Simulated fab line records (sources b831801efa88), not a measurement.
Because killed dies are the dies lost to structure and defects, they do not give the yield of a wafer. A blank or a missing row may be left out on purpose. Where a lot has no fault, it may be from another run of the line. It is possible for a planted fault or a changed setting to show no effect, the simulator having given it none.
8D (eight disciplines) problem report, filled in by code | flow gf180mcu | the parts of the form that need people (team, actions taken, sign-off) are left out

## 1. WHAT IS WRONG
Mean MVPSD_RS at GF_VT_IMPLANT_RS_MEAS_49: 1212 ohm/sq over 6 wafers in 2 lots; fault-free wafers: 1169 ohm/sq, standard deviation 3.2. That puts it +13 standard deviations away from the usual mean.
The step: measures by four-point-probe.
First observed at day 10 23:55: wafer L544.3, on film_metro-02. The record holds 36 wafers of 12 lots with a number at this step. By rule, "out" or "out of limits" means more than 4 standard deviations away from the usual mean. The rest of the wafers with a number are treated as sound.

## 2. WHAT IT IS; WHAT IT IS NOT
question                    | is                           | is not
which readings at this step | MVPSD_RS                     | -
which lots                  | L544, L546                   | L533, L534, L535, L537, L539, L545, L547, L550, L554, L555
which wafers of those lots  | all that have a number       | -
read on which gauges        | film_metro-01, film_metro-02 | film_metro-04
when                        | from day 10 23:55            | up to then (15 sound wafers); but 15 sound wafers of L545, L547, L550, L554, L555 came after

## 3. SUSPECTS, AND WHAT RULES EACH OUT
Counting: a tool stays on the suspect list if, at a process step up to the reading, it processed all lots that are out and no sound lot following the first of them.
- the gauge at GF_VT_IMPLANT_RS_MEAS_49 has been ruled out. Those wafers that are out were read across 2 gauges (film_metro-01, film_metro-02).
- implanter-04 at GF_MVPSD_IMPLANT_09: ruled out as a lasting fault. Sound lots L555 ran on it after its first lot that is out, L544 (day 8 01:44).
Left after counting: nothing in the record.

## 4. THE CAUSE (what the simulator had put in)
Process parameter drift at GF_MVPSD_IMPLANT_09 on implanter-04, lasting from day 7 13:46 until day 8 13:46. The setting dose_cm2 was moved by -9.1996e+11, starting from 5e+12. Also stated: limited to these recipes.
It was ruled out by counting, in error; the rule expects a fault to strike all lots run on its tool from its start on, and this fault did not.

## 5. THE EFFECT CHAIN, in route order
Each row: a reading where the mean over the struck wafers with a number is more than 3 standard deviations away from the usual. Only readings whose record carries a usual standard deviation are examined. hours: median over the lots of the time between each lot's start at the first step of this table that gives one and its start at this step. sigmas: the change, counted in usual standard deviations.
hours | step                     | reading            | usual       | on struck wafers | change     | sigmas
0     | GF_MVPSD_IMPLANT_09      | dose_ions_cm2      | 4.999e+12   | 4.083e+12        | -9.158e+11 | -99 or more
0     | GF_MVPSD_IMPLANT_09      | faraday_current_uA | 28.2        | 22.8             | -5.4       | -10
71    | GF_VT_IMPLANT_RS_MEAS_49 | MVPSD_RS           | 1169 ohm/sq | 1212             | +43        | +13
Here are the process steps it includes:
- GF_MVPSD_IMPLANT_09
Later measuring or inspecting steps at which every struck wafer that the step has a row for has a number for every such reading, and none has moved that far: GF_V2_RS_MEAS_24.

## 6. WHAT WOULD HAVE CAUGHT IT SOONER
Counted from the fault's start at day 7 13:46, it took 82 hours until the first out-of-limits reading at a measuring or inspecting step in this record, taken at day 10 23:55.
The tool's own readings at GF_MVPSD_IMPLANT_09 were out on every struck wafer that the step has a row for (dose_ions_cm2, faraday_current_uA): an alarm limit on them would have fired on the first of those.
